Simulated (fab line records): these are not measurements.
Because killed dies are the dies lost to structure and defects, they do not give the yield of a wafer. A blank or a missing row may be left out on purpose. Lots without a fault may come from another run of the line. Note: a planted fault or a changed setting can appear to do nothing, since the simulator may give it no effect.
8D (eight disciplines) problem report, filled in by code	flow sky130	the parts of the form that need people (team, actions taken, sign-off) are left out

1. THE ISSUE
Mean of spin_speed_rpm at SKY_CONTACT_COAT_08: 2268.6 rpm across 6 wafers in 2 lots; on wafers with no fault it is 2999.8 rpm (standard deviation 2). That is -99 or more standard deviations from the usual mean.
The step: resist thk 60 nm.
The first sign was on wafer L314.2 at day 36 12:50, on litho_track-01. The record holds 33 wafers of 11 lots with a number at this step. Rule for "out", or "out of limits": more than 4 standard deviations from the usual mean. Any other wafer with a number is counted as sound.

2. WHAT IT IS AND WHAT IT IS NOT
question	is	is not
which readings at this step	spin_speed_rpm	exhaust_pa
which lots	L314, L315	L298, L302, L303, L306, L309, L316, L317, L318, L319
which wafers of those lots	all that have a number	-
read on which tools	litho_track-01	litho_track-03, litho_track-04
when	from day 36 12:50	up to then (15 sound wafers); but 12 sound wafers of L316, L317, L318, L319 came after

3. SUSPECTS, AND WHAT RULES EACH OUT
Counting: a tool at any process step up to the reading remains a suspect when it ran all the lots that are out and ran no sound lot after the first of those.
- plasma_asher-02 at SKY_LI_CONTACT_STRIP_16 (strips in O2/N2): ruled out as a lasting fault. The sound lots L319 went through it after L314, its earliest lot that is out (day 34 19:08).
- litho_track-01 at SKY_CONTACT_COAT_08 (resist thk 60 nm): kept. All lots that are out passed through it, beginning with L314 at day 36 12:50, and no sound lot followed; its final sound lot before that point was L306 at day 34 06:59. Its own readings are out on those wafers: spin_speed_rpm.
The count leaves litho_track-01 at SKY_CONTACT_COAT_08.

4. THE CAUSE (what the simulator had put in)
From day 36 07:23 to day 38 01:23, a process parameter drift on litho_track-01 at SKY_CONTACT_COAT_08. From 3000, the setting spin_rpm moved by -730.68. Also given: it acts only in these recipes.
Counting left only this tool.

5. SEQUENCE OF EFFECTS, ordered by route
Each row: a reading where the mean over the struck wafers with a number is more than 3 standard deviations away from the usual. Scope: only readings with a usual standard deviation given in the record; hours: median across lots of the time from each lot's start at the first step in this table that gives one to its start at this step; sigmas: change in usual standard deviations.
hours	step	reading	usual	on struck wafers	change	sigmas
0	SKY_CONTACT_COAT_08	spin_speed_rpm	2999.8 rpm	2268.6	-731.2	-99 or more
13	SKY_CONTACT_ETCH_16	oes_product_au	0.855 a.u.	0.926	+0.071	+15
14	SKY_CONTACT_STRIP_19	strip_time_to_endpoint_s	3.619 s	3.705	+0.086	+3.1
Here are the process steps it includes:
- SKY_CONTACT_COAT_08: resist thk 60 nm.
- SKY_CONTACT_ETCH_16: etches BARC in N2/H2, stops on SiO2, time 45.9 s, target depth 60 nm.
- SKY_CONTACT_STRIP_19: strips in O2/N2.

6. HOW IT WOULD HAVE BEEN CAUGHT EARLIER
In this record the first reading out of limits was taken at day 36 12:50, 5 hours after the fault began at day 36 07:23.
